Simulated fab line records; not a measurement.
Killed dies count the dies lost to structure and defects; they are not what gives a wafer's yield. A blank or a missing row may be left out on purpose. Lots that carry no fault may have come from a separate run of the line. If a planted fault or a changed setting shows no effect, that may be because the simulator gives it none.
fab line records -- flow sky130
[record] lots = 6, wafers = 18, last_day = 51
route steps=708 shown SONOS_TUNNEL@156 SONOS_ONO@168 PAD_OPEN@708
lots that met no fault: taken from a fault-free run of the same line
start_h: start of the lot's first displayed wafer, in hours after the record's first day -- wait_h: hours since the lot's step before -- " identical to the entry in the row above -- L1.1+2: a single row standing in for several wafers -- - no value, or no start was given -- * or withheld: withheld -- < > ~ a bound
route shown NAME@n: a module of which the file shows steps, and the number in the route of the first -- usual: mean/standard deviation of fault-free wafers -- same: alike in all rows -- chamber/n: place in a boat -- sites: readings site by site -- _std_site: standard deviation across them -- _edge_site: the outer-site mean with the inner-site mean subtracted -- radius_mm: for every site, how far away it sits from the centre of the wafer -- mask NAME#n: copy n -- behind: the most recent tool/chamber to have shaped the wafer -- hold: reason for holding the lot/hours on hold/outcome of the hold -- device: which transistor (n, p or np) failed to switch -- end of line: at the end of the route, the tests of the same wafers -- a step given without rows: its recipe and nothing more -- killed: dies lost to structure and defects at the first sort, not the wafer's yield -- map: per-die view of a wafer (x killed, . not killed, _ where there is no die)
set.NAME: the setting as run; set.NAME@STEP: as run at that earlier step -- model.NAME: the simulator's own value behind a step, which no gauge read
certain route steps with their lots: each step a table, each wafer a row
services: the hour from which a tool's chamber was out of use, counted from the record's first day as start_h (under 0 if before that day), plus the number of hours and why
[[steps]]
[step SKY_SONOS_TUNNEL_COAT_02]
[recipe] resist = NOVOLAK, spin_rpm = 2972, resist_thk_nm = 1140
[step SKY_SONOS_TUNNEL_SOFTBAKE_03]
[recipe] temp_c = 90, time_s = 60, resist = NOVOLAK
[step SKY_SONOS_TUNNEL_EXPOSE_04]
[recipe] mask_id = TUNM, na = 0.6, source_shape = conventional, sigma_outer = 0.6, polarization = unpolarized, target_cd_nm = 410, dose_mj = 136
[step SKY_SONOS_TUNNEL_PEB_05]
[recipe] temp_c = withheld, time_s = *, resist = NOVOLAK
[step SKY_SONOS_TUNNEL_DEVELOP_06]
[recipe] resist = NOVOLAK, developer = TMAH, develop_time_s = 60, dev_temp_c = 23
[step SKY_SONOS_TUNNEL_CD_MEAS_07]
[recipe] target_cd_nm = 410
[usual] cd_nm = 410.3/2.4
lot.wafer,tool,chamber,start_h,wait_h,cd_nm
L342.1,cd_sem-02,-,275.92,0.1,410.1
L342.4,cd_sem-02,-,275.92,0.1,411.2
L342.5,cd_sem-02,-,275.92,0.1,408.1
L344.2,cd_sem-01,-,276.95,0.2,413.8
L344.3,cd_sem-01,-,276.95,0.2,411.3
L344.6,cd_sem-01,-,276.95,0.2,414.3
L357.2,cd_sem-01,-,377.09,0.1,407.1
L357.5,cd_sem-01,-,377.09,0.1,406.4
L357.6,cd_sem-01,-,377.09,0.1,405.0
L358.1,cd_sem-02,-,386.56,0.1,408.9
L358.2,cd_sem-02,-,386.56,0.1,412.3
L358.4,cd_sem-02,-,386.56,0.1,411.6
L360.4,cd_sem-01,-,401.83,0.1,413.6
L360.5,cd_sem-01,-,401.83,0.1,412.0
L360.6,cd_sem-01,-,401.83,0.1,411.5
L364.3,cd_sem-01,-,458.71,0.1,411.4
L364.5,cd_sem-01,-,458.71,0.1,413.3
L364.6,cd_sem-01,-,458.71,0.1,410.7
[step SKY_SONOS_TUNNEL_OVL_MEAS_08]
[usual] SONOS_TUNNEL_OVL = 0.7/1.4
lot.wafer,tool,chamber,start_h,wait_h,SONOS_TUNNEL_OVL[nm]
L342.1,overlay-01,-,276.04,0.1,2.0
L342.4,overlay-01,-,276.04,0.1,2.4
L342.5,overlay-01,-,276.04,0.1,1.4
L344.2,overlay-01,-,277.05,0.1,-0.7
L344.3,overlay-01,-,277.05,0.1,-1.4
L344.6,overlay-01,-,277.05,0.1,-0.1
L357.2,overlay-01,-,377.20,0.1,1.1
L357.5,overlay-01,-,377.20,0.1,0.1
L357.6,overlay-01,-,377.20,0.1,1.8
L358.1,overlay-01,-,386.68,0.1,-0.6
L358.2,overlay-01,-,386.68,0.1,0.7
L358.4,overlay-01,-,386.68,0.1,-0.8
L360.4,overlay-02,-,401.91,0.1,0.7
L360.5,overlay-02,-,401.91,0.1,0.8
L360.6,overlay-02,-,401.91,0.1,1.0
L364.3,overlay-01,-,458.80,0.1,2.4
L364.5,overlay-01,-,458.80,0.1,1.3
L364.6,overlay-01,-,458.80,0.1,1.8
[step SKY_SONOS_TUNNEL_IMPLANT_09]
[recipe] species = B, energy_kev = 20, dose_cm2 = 1e+12, tilt_deg = withheld
[step SKY_SONOS_TUNNEL_WET_ETCH_10]
[recipe] chemistry = dHF, target_depth_nm = 14, target = SiO2, dilution = 100:1, temp_c = 25, time_s = 280
[step SKY_SONOS_TUNNEL_STRIP_11]
[recipe] chemistry = SPM, time_s = 600, temp_c = 130
[step SKY_SONOS_TUNNEL_TW_MEAS_12]
[usual] SONOS_TUNNEL_TW = 198.5/2.1
lot.wafer,tool,chamber,start_h,wait_h,SONOS_TUNNEL_TW
L342.1,film_metro-03,-,276.52,0.0,195.3
L342.4,film_metro-03,-,276.52,0.0,196.2
L342.5,film_metro-03,-,276.52,0.0,196.3
L344.2,film_metro-02,-,277.52,0.0,199.3
L344.3,film_metro-02,-,277.52,0.0,200.3
L344.6,film_metro-02,-,277.52,0.0,200.8
L357.2,film_metro-03,-,377.66,0.0,198.4
L357.5,film_metro-03,-,377.66,0.0,198.5
L357.6,film_metro-03,-,377.66,0.0,198.1
L358.1,film_metro-04,-,387.30,0.0,196.6
L358.2,film_metro-04,-,387.30,0.0,198.0
L358.4,film_metro-04,-,387.30,0.0,195.8
L360.4,film_metro-02,-,402.40,0.0,199.9
L360.5,film_metro-02,-,402.40,0.0,199.6
L360.6,film_metro-02,-,402.40,0.0,199.7
L364.3,film_metro-02,-,459.36,0.0,202.5
L364.5,film_metro-02,-,459.36,0.0,201.6
L364.6,film_metro-02,-,459.36,0.0,203.1
[step SKY_SONOS_TUNNEL_CLEAN_13]
[recipe] chemistry = dHF, time_s = 20, dilution = 100:1, dry = ipa_marangoni
[step SKY_SONOS_ONO_OXIDATION_00]
[recipe] temp_c = 800, ambient = O2, idle_temp_c = 700, ramp_up_c_per_min = 10, ramp_down_c_per_min = 3, stabilise_s = 600, purge_s = 300, target_thk_a = 26, ox_time_s = 1249
[usual] spike_tc_centre_C = 798.8/1.3, spike_tc_lower_C = 800.7/1.4, spike_tc_top_C = 809.2/1.9, spike_tc_upper_C = 800.4/1.3, tube_center_temp_C = 800/0.076, tube_center_temp_C_max = 802.1/0.32, zone_power_upper_pct = 14.41/0.15
lot.wafer,tool,chamber,start_h,wait_h,spike_tc_centre_C,spike_tc_lower_C,spike_tc_top_C,spike_tc_upper_C,tube_center_temp_C,tube_center_temp_C_max,zone_power_upper_pct,model.SiO2_of_SONOS_ONO_OXIDATION_00.thk_nm
L342.1,furnace-01,0,276.63,0.0,799.9,799.5,812.8,798.3,799.91,802.0,14.30,2.615
L342.4,furnace-01,0,276.63,0.0,800.3,800.1,812.1,800.4,799.95,801.7,14.43,2.593
L342.5,furnace-01,0,276.63,0.0,800.7,800.8,811.4,800.5,800.01,802.4,14.26,2.57
L344.2,furnace-02,0,278.53,0.9,797.1,801.9,808.3,802.0,800.04,802.4,14.54,2.632
L344.3,furnace-02,0,278.53,0.9,797.8,802.9,809.3,801.4,800.02,802.1,14.35,2.638
L344.6,furnace-02,0,278.53,0.9,796.3,799.5,807.7,800.9,799.97,802.0,14.27,2.626
L357.2,furnace-02,0,381.32,3.6,786.8,789.5,796.5,789.3,788.32,790.5,14.18,2.09
L357.5,furnace-02,0,381.32,3.6,785.9,790.3,797.9,789.9,788.42,790.5,14.03,2.058
L357.6,furnace-02,0,381.32,3.6,784.4,789.8,796.6,789.4,788.41,790.5,14.00,2.095
L358.1,furnace-02,0,388.16,0.8,785.8,790.1,796.8,789.0,788.41,790.7,13.92,2.172
L358.2,furnace-02,0,388.16,0.8,786.5,790.3,796.7,789.2,788.33,791.2,13.92,2.172
L358.4,furnace-02,0,388.16,0.8,786.3,789.4,795.7,790.0,788.38,790.8,13.94,2.182
L360.4,furnace-01,0,403.07,0.6,799.7,798.1,811.9,800.2,799.9,801.6,14.32,2.61
L360.5,furnace-01,0,403.07,0.6,801.2,802.5,812.5,799.8,799.98,802.2,14.42,2.565
L360.6,furnace-01,0,403.07,0.6,798.9,798.9,813.3,799.0,800.08,801.8,14.35,2.564
L364.3,furnace-01,0,461.33,1.9,799.8,798.3,813.1,799.4,800.06,802.3,14.62,2.611
L364.5,furnace-01,0,461.33,1.9,800.7,801.4,811.9,798.5,799.95,801.7,14.21,2.611
L364.6,furnace-01,0,461.33,1.9,799.5,798.3,810.6,801.0,800.01,802.0,14.58,2.598
[step SKY_SONOS_ONO_THK_MEAS_01]
[recipe] reads = SiO2_of_SONOS_ONO_OXIDATION_00
[usual] SONOS_ONO_OXIDATION_THK = 2.59/0.06
lot.wafer,tool,chamber,start_h,wait_h,SONOS_ONO_OXIDATION_THK[nm]
L342.1,film_metro-02,-,277.98,0.0,2.61
L342.4,film_metro-02,-,277.98,0.0,2.59
L342.5,film_metro-02,-,277.98,0.0,2.59
L344.2,film_metro-03,-,279.88,0.0,2.60
L344.3,film_metro-03,-,279.88,0.0,2.66
L344.6,film_metro-03,-,279.88,0.0,2.62
L357.2,film_metro-02,-,382.68,0.0,2.10
L357.5,film_metro-02,-,382.68,0.0,2.10
L357.6,film_metro-02,-,382.68,0.0,2.07
L358.1,film_metro-02,-,389.50,0.0,2.16
L358.2,film_metro-02,-,389.50,0.0,2.15
L358.4,film_metro-02,-,389.50,0.0,2.21
L360.4,film_metro-02,-,404.44,0.0,2.60
L360.5,film_metro-02,-,404.44,0.0,2.53
L360.6,film_metro-02,-,404.44,0.0,2.56
L364.3,film_metro-02,-,462.69,0.0,2.64
L364.5,film_metro-02,-,462.69,0.0,2.64
L364.6,film_metro-02,-,462.69,0.0,2.60
[step SKY_SONOS_ONO_CVD_02]
[recipe] material = Si3N4, precursor = DCS/NH3, target_thk_nm = 10.5, temp_c = 770, time_s = 180, pressure_mtorr = 250
[step SKY_PAD_OPEN_PROBE_99]
[usual] killed_at_M0_to_M3 = 44/6.8, killed_at_M4_up = 2.9/1.9, killed_at_contacts = 24/5.2, killed_at_front_end = 16/4.1, killed_at_other = 0.4/0.74, killed_dies = 88/9.1, killed_open = 48/7.2, killed_short = 39/5.6
[same] gross_dies = 492, killed_at_back_side = 0
lot.wafer,tool,chamber,start_h,wait_h,killed_at_M0_to_M3,killed_at_M4_up,killed_at_contacts,killed_at_front_end,killed_at_other,killed_dies,killed_open,killed_short,model.etest.cap_ono.gate_log10_a_cm2,model.etest.cap_ono.tox_acc_nm,model.etest.sonos_erased.vt_v,model.etest.sonos_baked.vt_less_v,model.etest.sonos_baked.vt_v
L342.1,prober-01,-,1092.90,0.1,31,9,18,12,0,70,39,31,-7.854,12.84,-2.309,-0.4507,1.002
L342.4,prober-01,-,1093.05,0.2,56,2,22,13,0,93,54,39,-7.839,12.86,-2.3,-0.4991,0.9944
L342.5,prober-01,-,1093.10,0.2,42,4,21,24,0,91,45,46,-7.795,12.77,-2.352,-0.5414,1.009
L344.2,prober-01,-,1094.17,0.1,44,6,20,18,0,88,48,39,-8.185,13.07,-2.193,-0.4595,0.9204
L344.3,prober-01,-,1094.22,0.2,36,3,27,22,0,88,52,35,-8.04,12.95,-2.221,-0.5334,0.9033
L344.6,prober-01,-,1094.37,0.2,50,4,24,14,0,92,55,37,-7.961,12.89,-2.228,-0.4523,0.9707
L357.2,prober-02,-,1166.42,0.1,50,1,27,9,1,88,50,38,-7.33,12.36,-2.525,-0.6832,0.8772
L357.5,prober-02,-,1166.57,0.2,45,5,24,16,0,90,51,39,-7.529,12.6,-2.493,-0.6551,0.8526
L357.6,prober-02,-,1166.62,0.2,36,3,29,21,0,89,42,47,-7.511,12.61,-2.454,-0.6313,0.8413
L358.1,prober-01,-,1169.81,0.1,49,0,25,15,0,89,53,36,-7.235,12.37,-2.532,-0.6825,0.8957
L358.2,prober-01,-,1169.86,0.1,38,4,27,17,0,86,46,40,-7.471,12.6,-2.476,-0.6791,0.8588
L358.4,prober-01,-,1169.96,0.2,59,2,23,11,1,96,48,48,-7.249,12.29,-2.543,-0.6223,0.9438
L360.4,prober-01,-,1189.03,0.2,35,1,24,18,0,78,46,32,-8.166,13.03,-2.224,-0.4934,0.9201
L360.5,prober-01,-,1189.08,0.2,49,1,22,15,0,87,42,45,-7.841,12.78,-2.321,-0.488,0.9916
L360.6,prober-01,-,1189.13,0.2,37,4,29,8,0,78,38,39,-8.13,13.04,-2.205,-0.4736,0.9261
L364.3,prober-01,-,1216.07,0.2,60,6,23,23,0,112,65,47,-8.134,12.97,-2.212,-0.5223,0.8799
L364.5,prober-01,-,1216.17,0.2,47,4,30,11,2,94,56,38,-8.076,13,-2.224,-0.4784,0.9433
L364.6,prober-01,-,1216.22,0.2,37,4,23,18,0,82,44,38,-8.04,12.97,-2.246,-0.4661,0.9169
// killed by level:class
L342.1 VIA1:geometric_particle:open=12 CONTACT:geometric_particle:open=6 METAL4:geometric_particle:short=6 LI_CONTACT:geometric_particle:open=5 SPACER:geometric_particle:short=4 FIELD_ISO:geometric_particle:short=3 POLY_GATE:geometric_particle:open=3 LOCAL_INTERCONNECT:geometric_particle:open=3
L342.4 METAL1:geometric_particle:short=14 VIA1:geometric_particle:open=13 VIA2:geometric_particle:open=10 LI_CONTACT:geometric_particle:open=8 VIA3:geometric_particle:open=7 POLY_GATE:geometric_particle:short=5 METAL2:geometric_particle:short=5 CONTACT:geometric_particle:short=4
L342.5 VIA1:geometric_particle:open=11 FIELD_ISO:geometric_particle:open=8 VIA1:geometric_particle:short=6 LI_CONTACT:geometric_particle:open=6 FIELD_ISO:geometric_particle:short=5 LI_CONTACT:geometric_particle:short=5 POLY_GATE:geometric_particle:open=4 VIA2:geometric_particle:short=4
L344.2 VIA1:geometric_particle:open=10 LI_CONTACT:geometric_particle:open=9 METAL1:geometric_particle:short=8 FIELD_ISO:geometric_particle:short=7 VIA3:geometric_particle:open=7 CONTACT:geometric_particle:open=6 VIA2:geometric_particle:short=5 POLY_GATE:geometric_particle:open=4
L344.3 VIA1:geometric_particle:open=12 LI_CONTACT:geometric_particle:open=10 CONTACT:geometric_particle:open=8 FIELD_ISO:geometric_particle:short=6 POLY_GATE:geometric_particle:open=5 LOCAL_INTERCONNECT:geometric_particle:short=5 VIA3:geometric_particle:open=5 METAL1:geometric_particle:short=5
L344.6 VIA1:geometric_particle:open=16 LI_CONTACT:geometric_particle:open=9 CONTACT:geometric_particle:open=9 VIA1:geometric_particle:short=7 METAL1:geometric_particle:short=6 VIA2:geometric_particle:open=5 POLY_GATE:geometric_particle:open=4 CONTACT:geometric_particle:short=4
L357.2 CONTACT:geometric_particle:open=12 VIA2:geometric_particle:open=10 VIA1:geometric_particle:open=10 LI_CONTACT:geometric_particle:open=7 VIA1:geometric_particle:short=6 LOCAL_INTERCONNECT:geometric_particle:short=5 METAL1:geometric_particle:short=5 METAL2:geometric_particle:short=5
L357.5 CONTACT:geometric_particle:open=12 VIA1:geometric_particle:open=8 METAL2:geometric_particle:short=8 LOCAL_INTERCONNECT:geometric_particle:short=7 POLY_GATE:geometric_particle:open=6 VIA3:geometric_particle:open=6 FIELD_ISO:geometric_particle:open=5 VIA2:geometric_particle:short=5
L357.6 LI_CONTACT:geometric_particle:open=9 VIA1:geometric_particle:open=8 POLY_GATE:geometric_particle:short=6 CONTACT:geometric_particle:short=6 METAL3:geometric_particle:short=6 VIA2:geometric_particle:short=6 POLY_GATE:geometric_particle:open=5 LOCAL_INTERCONNECT:geometric_particle:short=5
L358.1 CONTACT:geometric_particle:open=12 VIA1:geometric_particle:open=11 LI_CONTACT:geometric_particle:open=9 VIA3:geometric_particle:short=9 VIA2:geometric_particle:open=7 VIA3:geometric_particle:open=6 FIELD_ISO:geometric_particle:short=5 METAL1:geometric_particle:short=5
L358.2 CONTACT:geometric_particle:open=13 METAL1:geometric_particle:short=11 LI_CONTACT:geometric_particle:open=8 FIELD_ISO:geometric_particle:open=5 METAL2:geometric_particle:short=5 VIA2:geometric_particle:open=5 POLY_GATE:geometric_particle:open=4 VIA3:geometric_particle:open=4
L358.4 VIA1:geometric_particle:open=11 METAL1:geometric_particle:short=10 CONTACT:geometric_particle:open=9 METAL2:geometric_particle:short=9 VIA2:geometric_particle:open=8 LI_CONTACT:geometric_particle:open=7 VIA3:geometric_particle:open=6 FIELD_ISO:geometric_particle:short=5
L360.4 VIA1:geometric_particle:open=11 POLY_GATE:geometric_particle:open=8 LI_CONTACT:geometric_particle:open=6 CONTACT:geometric_particle:short=6 CONTACT:geometric_particle:open=6 VIA3:geometric_particle:open=6 METAL1:geometric_particle:short=4 VIA3:geometric_particle:short=4
L360.5 VIA1:geometric_particle:open=10 CONTACT:geometric_particle:open=9 VIA1:geometric_particle:short=8 METAL1:geometric_particle:short=7 VIA2:geometric_particle:open=6 VIA3:geometric_particle:open=6 CONTACT:geometric_particle:short=5 VIA3:geometric_particle:short=5
L360.6 CONTACT:geometric_particle:open=9 LI_CONTACT:geometric_particle:open=8 METAL1:geometric_particle:short=6 VIA1:geometric_particle:open=6 CONTACT:geometric_particle:short=5 VIA2:geometric_particle:open=5 LI_CONTACT:geometric_particle:short=4 METAL2:geometric_particle:short=4
L364.3 VIA1:geometric_particle:open=17 METAL1:geometric_particle:short=12 LI_CONTACT:geometric_particle:open=9 VIA3:geometric_particle:open=8 VIA2:geometric_particle:open=7 CONTACT:geometric_particle:open=6 FIELD_ISO:geometric_particle:short=5 FIELD_ISO:geometric_particle:open=5
L364.5 VIA1:geometric_particle:open=14 LI_CONTACT:geometric_particle:open=9 CONTACT:geometric_particle:open=9 METAL2:geometric_particle:short=9 VIA2:geometric_particle:open=6 VIA3:geometric_particle:open=6 CONTACT:geometric_particle:short=5 FIELD_ISO:geometric_particle:short=4
L364.6 LI_CONTACT:geometric_particle:open=8 VIA1:geometric_particle:open=8 CONTACT:geometric_particle:short=6 VIA1:geometric_particle:short=5 VIA3:geometric_particle:open=5 CONTACT:geometric_particle:open=4 POLY_GATE:geometric_particle:short=4 METAL3:geometric_particle:short=4
[[services]]
tool,chamber,start_h,hours,kind
furnace-02,-,287.37,2.9,pm
furnace-01,-,408.75,3.6,pm
furnace-02,-,454.50,2.8,pm
[[key]]
[first_sign] step = SKY_SONOS_ONO_OXIDATION_00, reading = tube_center_temp_C, direction = down, sigmas = 99+, usual = *, struck = *
[effect] step = SKY_SONOS_ONO_OXIDATION_00, reading = tube_center_temp_C_max, direction = down, sigmas = 36, usual = *, struck = *
[effect] step = SKY_SONOS_ONO_THK_MEAS_01, reading = SONOS_ONO_OXIDATION_THK, direction = down, sigmas = 7.6, usual = 2.59, struck = 2.13
[model_effect] step = SKY_SONOS_ONO_OXIDATION_00, value = SiO2_of_SONOS_ONO_OXIDATION_00.thk_nm, without = 2.534, struck = 2.128
[model_effect] step = SKY_PAD_OPEN_PROBE_99, value = etest.cap_ono.gate_log10_a_cm2, without = -7.914, struck = -7.388
met_at SKY_SONOS_ONO_OXIDATION_00
struck_wafers L357.2,L357.5,L357.6,L358.1,L358.2,L358.4
tester_left_out L357,L358
onset_between 278.53 381.32
[fault] kind = process_parameter_drift, tool = furnace-02, chamber = -, onset_h = 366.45, steps = SKY_SONOS_ONO_OXIDATION_00, channel = temp_c, offset = *, shape = step, end_h = 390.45, acts_in = *, stated = *
// tester_left_out: of these lots the tester's yield and bins aren't shown, on N5 and GAA mostly nor the transistor test; their killed dies are dies lost to structure and defects alone, not to doping, threshold or leakage, so they don't give the yield
